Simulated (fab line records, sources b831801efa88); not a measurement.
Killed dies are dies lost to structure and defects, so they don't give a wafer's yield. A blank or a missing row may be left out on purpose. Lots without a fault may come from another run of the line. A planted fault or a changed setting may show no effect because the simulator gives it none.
Chamber matching | flow gf180mcu | GF_V4_CVD_02 on pecvd-04: 3 sister chambers
The step deposits SiO2 from TEOS, target thk 850 nm, time 94.851 s. 18 wafers are shown with their chamber, then 9 later ones without.

WAFERS WITH THEIR CHAMBER
wafer  | chamber | heater_power_w (W)
L078.1 | 0       | 655
L078.4 | 1       | 736
L078.5 | 2       | 853
L080.1 | 1       | 722
L080.2 | 0       | 557
L080.3 | 2       | 698
L083.1 | 2       | 831
L083.2 | 1       | 704
L083.4 | 0       | 511
L085.3 | 0       | 586
L085.4 | 0       | 614
L085.6 | 1       | 766
L089.3 | 0       | 561
L089.4 | 2       | 823
L089.5 | 1       | 745
L090.1 | 1       | 759
L090.2 | 0       | 548
L090.3 | 2       | 803

SIGNATURES (means of the wafers above)
reading        | chamber 0 | chamber 1 | chamber 2 | scatter within a chamber
heater_power_w | 576.00    | 738.67    | 801.60    | 45.3
Rule: a wafer's distance from a chamber is the root of the sum, over the readings, of the square of ((its reading less the chamber's mean) divided by the reading's scatter). The wafer belongs to the nearest chamber; if the next one is less than 2 further off, it can't be placed. The scatter: the root of (the sum of the squares of (reading less its chamber's mean) over the shown wafers, divided by (wafers less chambers)).

WAFERS WITHOUT THEIR CHAMBER
wafer  | heater_power_w (W)
L093.3 | 822
L093.4 | 607
L093.5 | 878
L094.4 | 741
L094.5 | 627
L094.6 | 603
L097.2 | 688
L097.3 | 876
L097.5 | 622

WHICH CHAMBER EACH WENT THROUGH
wafer  | from the rows above          | in truth
L093.3 | can't be placed: 2 or 1      | 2
L093.4 | 0                            | 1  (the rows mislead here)
L093.5 | can't be placed: 2 or 1      | 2
L094.4 | can't be placed: 1 or 2      | 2
L094.5 | can't be placed: 0 or 1      | 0
L094.6 | 0                            | 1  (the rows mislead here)
L097.2 | can't be placed: 1 or 0 or 2 | 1
L097.3 | can't be placed: 2 or 1      | 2
L097.5 | can't be placed: 0 or 1      | 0
Placed correctly: 0 of 9. Can't be placed from these rows: 7 (the true chamber is among the candidates in 7). Placed wrongly: 2.
